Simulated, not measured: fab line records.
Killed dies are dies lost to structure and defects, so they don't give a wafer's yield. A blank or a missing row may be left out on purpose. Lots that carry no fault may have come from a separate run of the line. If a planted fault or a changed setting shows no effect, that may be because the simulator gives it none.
fab line records    flow sky130
record: lots: 6  wafers: 18  lastDay: 50
route steps=708 shown LDD_HVN@268 LDD_HVP@278
lots untouched by any fault: they come from a run of this same line in which no faults occurred
startH: hours from the record's opening day to when the first of the lot's shown wafers began    waitH: hours since the lot's step before    " repeats the value in the row above    L1.1+2: several wafers, shown together as one row    - no value, or no start given    * or withheld: withheld    < > ~ a bound
route shown NAME@n: names a module that has steps shown in the file, with the first one's number in the route    usual: average and standard deviation across the fault-free wafers    same: alike in all rows    chamber/n: place in a boat    sites: each site's reading    _std_site: standard deviation across them    _edge_site: outer sites' mean less inner sites'    radiusMm: how far each site lies from the wafer's centre    mask NAME#n: copy n    behind: the tool/chamber that last shaped the wafer    hold: what put the lot on hold/how long, in hours/how the hold closed    device: whichever transistor did not switch (one of n, p or np)    end of line: the route-end tests of the same wafers    a step given without rows: its recipe and nothing more    killed: not the wafer's yield, but the dies lost to structure and defects at the first sort    map: shows each die of a wafer: x if killed, . if not, _ if none is there
set.NAME: the setting the step ran with; set.NAME@STEP: the setting that earlier step ran with    model.NAME: the simulator's own value behind a step, which no gauge read
certain route steps with their lots: each step a table, each wafer a row
services: from which hour (startH, from the record's first day; less than 0 if before it) a tool's chamber was out of use, for how many hours, and why
== steps ==
step: SKY_LDD_HVN_HMDS_01
recipe: primeTimeS: 60  primeTempC: 120
step: SKY_LDD_HVN_COAT_02
recipe: resist: NOVOLAK  spinRpm: 3000  resistThkNm: 300
step: SKY_LDD_HVN_SOFTBAKE_03
recipe: tempC: 90  timeS: 60  resist: NOVOLAK
step: SKY_LDD_HVN_EXPOSE_04
recipe: maskId: HVNTM  na: 0.6  sourceShape: conventional  sigmaOuter: 0.6  polarization: unpolarized  targetCdNm: 700  doseMj: 127
step: SKY_LDD_HVN_PEB_05
recipe: tempC: withheld  timeS: *  resist: NOVOLAK
step: SKY_LDD_HVN_DEVELOP_06
recipe: resist: NOVOLAK  developer: TMAH  developTimeS: 60  devTempC: 21.97
step: SKY_LDD_HVN_OVL_MEAS_07
usual: LDD_HVN_OVL: 0.9/1.5
lot.wafer  tool        chamber  startH  waitH  LDD_HVN_OVL[nm]
L106.3     overlay-01  -        476.77  0.1    -2.1
L106.5     "           -        "       "      -0.8
L106.6     "           -        "       "      -3.0
L109.2     overlay-01  -        485.02  0.1    0.2
L109.4     "           -        "       "      0.2
L109.5     "           -        "       "      -2.4
L120.3     overlay-01  -        614.77  0.1    0.9
L120.4     "           -        "       "      3.1
L120.5     "           -        "       "      2.7
L122.1     overlay-02  -        619.94  0.1    3.3
L122.2     "           -        "       "      2.8
L122.6     "           -        "       "      3.4
L121.3     overlay-01  -        622.03  0.1    1.4
L121.5     "           -        "       "      0.6
L121.6     "           -        "       "      0.6
L129.2     overlay-02  -        661.60  0.1    -0.6
L129.3     "           -        "       "      0.0
L129.6     "           -        "       "      -0.7
step: SKY_LDD_HVN_IMPLANT_08
recipe: species: P  energyKev: 60  doseCm2: 3e+13  tiltDeg: 40
step: SKY_LDD_HVN_STRIP_09
recipe: chemistry: O2/N2  powerW: 1400  pressureMtorr: 1500  platenTempC: withheld  o2FlowSccm: 3000  n2FlowSccm: 300  overashFraction: 0.5
usual: drypumpMotorCurrentA: 5.5/0.41  o2FlowSccm: 3000/9.8  oesProductAu: 0.409/0.0041  stripTimeToEndpointS: 4.138/0.014
lot.wafer  tool            chamber  startH  waitH  drypumpMotorCurrentA  o2FlowSccm  oesProductAu  rfHoursCounterH  stripTimeToEndpointS
L106.3     plasmaAsher-01  1        476.98  0.1    5.7                   2996        0.411         -                4.136
L106.5     "               0        "       "      4.9                   2997        0.409         -                4.115
L106.6     "               1        "       "      5.7                   3007        0.405         -                4.124
L109.2     plasmaAsher-03  1        485.20  0.1    6.2                   2994        0.413         5                4.128
L109.4     "               0        "       "      5.3                   2994        0.414         -                4.125
L109.5     "               1        "       "      6.3                   2991        0.400         -                4.130
L120.3     plasmaAsher-03  0        614.98  0.1    5.2                   3000        0.416         -                4.146
L120.4     "               1        "       "      6.2                   2993        0.412         -                4.160
L120.5     "               1        "       "      6.2                   2990        0.408         -                4.133
L122.1     plasmaAsher-03  1        620.13  0.1    6.2                   2992        0.409         18               4.124
L122.2     "               0        "       "      5.3                   2997        0.413         18               4.136
L122.6     "               1        "       "      6.2                   3004        0.413         -                4.120
L121.3     plasmaAsher-01  1        622.24  0.1    5.7                   3016        0.410         -                4.139
L121.5     "               1        "       "      5.7                   3003        0.410         -                4.115
L121.6     "               0        "       "      4.9                   3008        0.408         -                4.125
L129.2     plasmaAsher-04  0        661.78  0.1    5.8                   2992        0.408         92               4.123
L129.3     "               0        "       "      5.7                   3004        0.407         -                4.135
L129.6     "               0        "       "      5.8                   3001        0.406         -                4.138
step: SKY_LDD_HVN_TW_MEAS_10
usual: LDD_HVN_TW: 1433/9
lot.wafer  tool          chamber  startH  waitH  LDD_HVN_TW
L106.3     filmMetro-02  -        477.07  0.1    1436
L106.5     "             -        "       "      1446
L106.6     "             -        "       "      1440
L109.2     filmMetro-03  -        485.31  0.1    1423
L109.4     "             -        "       "      1414
L109.5     "             -        "       "      1422
L120.3     filmMetro-02  -        615.07  0.1    1431
L120.4     "             -        "       "      1435
L120.5     "             -        "       "      1428
L122.1     filmMetro-02  -        620.23  0.1    1430
L122.2     "             -        "       "      1434
L122.6     "             -        "       "      1420
L121.3     filmMetro-01  -        622.32  0.1    1441
L121.5     "             -        "       "      1445
L121.6     "             -        "       "      1433
L129.2     filmMetro-02  -        661.89  0.1    1417
L129.3     "             -        "       "      1431
L129.6     "             -        "       "      1429
step: SKY_LDD_HVP_DEHYDRATE_00
recipe: tempC: 200  timeS: 60
step: SKY_LDD_HVP_HMDS_01
recipe: primeTimeS: 60  primeTempC: 120
step: SKY_LDD_HVP_COAT_02
recipe: resist: NOVOLAK  spinRpm: 3000  resistThkNm: 300
usual: chillPlateTempC: 22.95/0.11  dispensePressureKPa: 50/4.7
lot.wafer  tool           chamber  startH  waitH  chillPlateTempC  dispensePressureKPa
L106.3     lithoTrack-02  0        491.02  0.1    22.91            50
L106.5     "              0        "       "      22.96            50
L106.6     "              0        "       "      22.93            50
L109.2     lithoTrack-03  0        500.23  0.1    23.00            44
L109.4     "              0        "       "      22.96            44
L109.5     "              0        "       "      22.88            44
L120.3     lithoTrack-01  -        629.53  0.1    -                -
L120.4     "              -        "       "      -                -
L120.5     "              -        "       "      -                -
L122.1     lithoTrack-03  -        634.41  0.1    -                -
L122.2     "              -        "       "      -                -
L122.6     "              -        "       "      -                -
L121.3     lithoTrack-03  0        636.26  0.1    22.88            44
L121.5     "              0        "       "      22.89            44
L121.6     "              0        "       "      22.91            44
L129.2     lithoTrack-02  0        675.39  0.1    22.86            50
L129.3     "              0        "       "      22.92            50
L129.6     "              0        "       "      22.95            50
step: SKY_LDD_HVP_SOFTBAKE_03
recipe: tempC: 90  timeS: 60  resist: NOVOLAK
step: SKY_LDD_HVP_EXPOSE_04
recipe: maskId: HVPTM  na: 0.6  sourceShape: conventional  sigmaOuter: 0.6  polarization: unpolarized  targetCdNm: 700  doseMj: 86
step: SKY_LDD_HVP_PEB_05
recipe: tempC: withheld  timeS: *  resist: NOVOLAK
step: SKY_LDD_HVP_DEVELOP_06
recipe: resist: NOVOLAK  developer: TMAH  developTimeS: 60  devTempC: 23
step: SKY_LDD_HVP_OVL_MEAS_07
usual: LDD_HVP_OVL: 1.5/1.6
lot.wafer  tool        chamber  startH  waitH  LDD_HVP_OVL[nm]
L106.3     overlay-01  -        507.69  0.1    0.9
L106.5     "           -        "       "      1.6
L106.6     "           -        "       "      0.6
L109.2     overlay-02  -        515.77  0.1    0.8
L109.4     "           -        "       "      2.1
L109.5     "           -        "       "      1.2
L120.3     overlay-01  -        643.99  0.1    -
L120.4     "           -        "       "      -
L120.5     "           -        "       "      -
L122.1     overlay-02  -        648.42  0.1    -
L122.2     "           -        "       "      -
L122.6     "           -        "       "      -
L121.3     overlay-02  -        650.72  0.1    1.1
L121.5     "           -        "       "      -1.0
L121.6     "           -        "       "      -0.4
L129.2     overlay-02  -        690.47  0.1    2.1
L129.3     "           -        "       "      1.6
L129.6     "           -        "       "      2.3
step: SKY_LDD_HVP_IMPLANT_08
recipe: species: B  energyKev: 20  doseCm2: 1.7e+13  tiltDeg: 17.9
== services ==
tool            chamber  startH  hours  kind
plasmaAsher-04  -        551.10  4.7    repair
plasmaAsher-04  -        560.49  1.9    repair
== key ==
firstSign: step: SKY_LDD_HVP_COAT_02  reading: toolRecord  direction: missing
effect: step: SKY_LDD_HVP_OVL_MEAS_07  reading: LDD_HVP_OVL  direction: missing
metAt SKY_LDD_HVP_COAT_02
struckWafers L120.3,L120.4,L120.5,L122.1,L122.2,L122.6
sortLeftOut L120.3,L120.4,L120.5,L122.1,L122.2,L122.6
testerLeftOut L120,L122
onsetBetween 500.23 629.53
fault: kind: skippedStepWhole  tool: lithoTrack-01,lithoTrack-03  chamber: -  onsetH: 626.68  steps: SKY_LDD_HVP_COAT_02  scope: struckLotsOnly
testerLeftOut: of these lots the tester's yield and bins aren't shown, on N5 and GAA mostly nor the transistor test; their killed dies are dies lost to structure and defects alone, not to doping, threshold or leakage, so they don't give the yield
sortLeftOut: the simulated sort isn't trusted on such a fault, so these wafers' sort isn't shown, and their yield isn't known
